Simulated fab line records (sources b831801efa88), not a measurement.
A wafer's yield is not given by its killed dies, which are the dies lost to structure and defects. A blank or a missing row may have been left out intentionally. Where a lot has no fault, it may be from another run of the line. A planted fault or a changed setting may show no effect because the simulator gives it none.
Shared-tool check    flow sky130    39 wafers sampled across 11 lots

## THE REASON FOR OPENING IT
Of 11 lots, 2 have the reading GATE_OXIDE_OXIDATION_00_THK flagged at SKY_GATE_OXIDE_THK_MEAS_02. Fault-free wafers read 10.28 nm, with a standard deviation of 0.18.
Rule: a lot is flagged when every wafer of it that has a number lies more than 4 standard deviations from that mean, or none has a number. The rest of the lots are taken to be sound.

lot   measured      on            GATE_OXIDE_OXIDATION_00_THK (nm), wafer by wafer  flag
L900  day 12 14:31  filmMetro-01  10.27 10.46 10.42                                 
L902  day 13 09:12  filmMetro-01  10.50 10.42 10.36                                 
L904  day 14 04:29  filmMetro-02  10.11 10.01 9.89                                  
L905  day 14 14:20  filmMetro-02  10.28 10.47 10.28                                 
L907  day 15 08:04  filmMetro-03  10.28 10.41 10.29                                 
L912  day 17 02:25  filmMetro-02  10.39 10.54 10.53                                 
L915  day 17 16:55  filmMetro-01  10.50 10.39 10.28                                 
L916  day 18 05:59  filmMetro-01  9.25 9.39 9.23 9.22 9.42 9.26                     FLAGGED
L918  day 18 23:11  filmMetro-03  9.17 9.38 9.11 9.09 9.43 9.13                     FLAGGED
L920  day 19 19:10  filmMetro-03  10.47 10.59 10.25                                 
L922  day 20 11:00  filmMetro-02  10.17 10.12 10.24                                 
The numbers of the flagged lots are 9.26 nm on average: -1.02 nm against the usual, or -6 standard deviations.

## WHICH TOOL EACH LOT WENT THROUGH
The record holds 2 process steps before the reading, out of a route of 708 steps. In each cell: the tool, then ch and the chambers that the sampled wafers went through, then the start.
lot   flag     SKY_FIELD_ISO_STRIP_16              SKY_GATE_OXIDE_OXIDATION_01
L900           plasmaAsher-02 ch 0,1, day 2 05:10  furnace-02 ch 0, day 12 13:07
L902           plasmaAsher-02 ch 0,1, day 2 16:10  furnace-02 ch 0, day 13 07:47
L904           plasmaAsher-01 ch 0, day 3 02:37    furnace-01 ch 0, day 14 03:04
L905           plasmaAsher-01 ch 0,1, day 3 06:01  furnace-01 ch 0, day 14 12:56
L907           plasmaAsher-01 ch 0,1, day 3 17:40  furnace-01 ch 0, day 15 06:39
L912           plasmaAsher-01 ch 0,1, day 4 22:46  furnace-01 ch 0, day 17 01:00
L915           plasmaAsher-02 ch 0,1, day 5 10:16  furnace-01 ch 0, day 17 15:30
L916  FLAGGED  plasmaAsher-02 ch 0,1, day 5 16:07  furnace-01 ch 0, day 18 04:34
L918  FLAGGED  plasmaAsher-01 ch 0,1, day 6 01:23  furnace-01 ch 0, day 18 21:47
L920           plasmaAsher-04 ch 0, day 6 14:16    furnace-02 ch 0, day 19 17:46
L922           plasmaAsher-04 ch 0,1, day 6 22:11  furnace-02 ch 0, day 20 09:35
What these steps do:
- SKY_FIELD_ISO_STRIP_16: strips in O2/N2.
- SKY_GATE_OXIDE_OXIDATION_01: stabilise 600 s, purge 300 s, target thk 10.268 nm.
- SKY_GATE_OXIDE_THK_MEAS_02

## FLAGGED OVER TOTAL, TOOL BY TOOL (the gauges that took the reading come last)
step                         tool            lots run  flagged  share of the flagged lots  sound lots run after its first flagged lot
SKY_FIELD_ISO_STRIP_16       plasmaAsher-01  5         1        some                       0
SKY_FIELD_ISO_STRIP_16       plasmaAsher-02  4         1        some                       0
SKY_FIELD_ISO_STRIP_16       plasmaAsher-04  2         0        none                       -
SKY_GATE_OXIDE_OXIDATION_01  furnace-01      7         2        all                        0
SKY_GATE_OXIDE_OXIDATION_01  furnace-02      4         0        none                       -
SKY_GATE_OXIDE_THK_MEAS_02   filmMetro-01    4         1        some                       0
SKY_GATE_OXIDE_THK_MEAS_02   filmMetro-02    4         0        none                       -
SKY_GATE_OXIDE_THK_MEAS_02   filmMetro-03    3         1        some                       1 (L920)

## THE TABLE: WHAT IT ALLOWS
In the table, 1 row covers all flagged lots: furnace-01 at SKY_GATE_OXIDE_OXIDATION_01.
- furnace-01 at SKY_GATE_OXIDE_OXIDATION_01 ran 7 lots, 2 of them flagged. Last sound lot L915 at day 17 15:30, first flagged lot L916 at day 18 04:34; a fault beginning in between fits. Its own readings (spikeTcBottomC, spikeTcCentreC, spikeTcLowerC, spikeTcTopC, spikeTcUpperC) fall more than 4 standard deviations out on all wafers of the flagged lots.
What remains is a single tool, furnace-01 at SKY_GATE_OXIDE_OXIDATION_01.

## WHAT HAD BEEN PUT IN BY THE SIMULATOR
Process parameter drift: furnace-01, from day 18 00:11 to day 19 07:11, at SKY_GATE_OXIDE_OXIDATION_01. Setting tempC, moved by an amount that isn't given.
Lots struck among those shown: L916, L918. Same finding as the rule above.
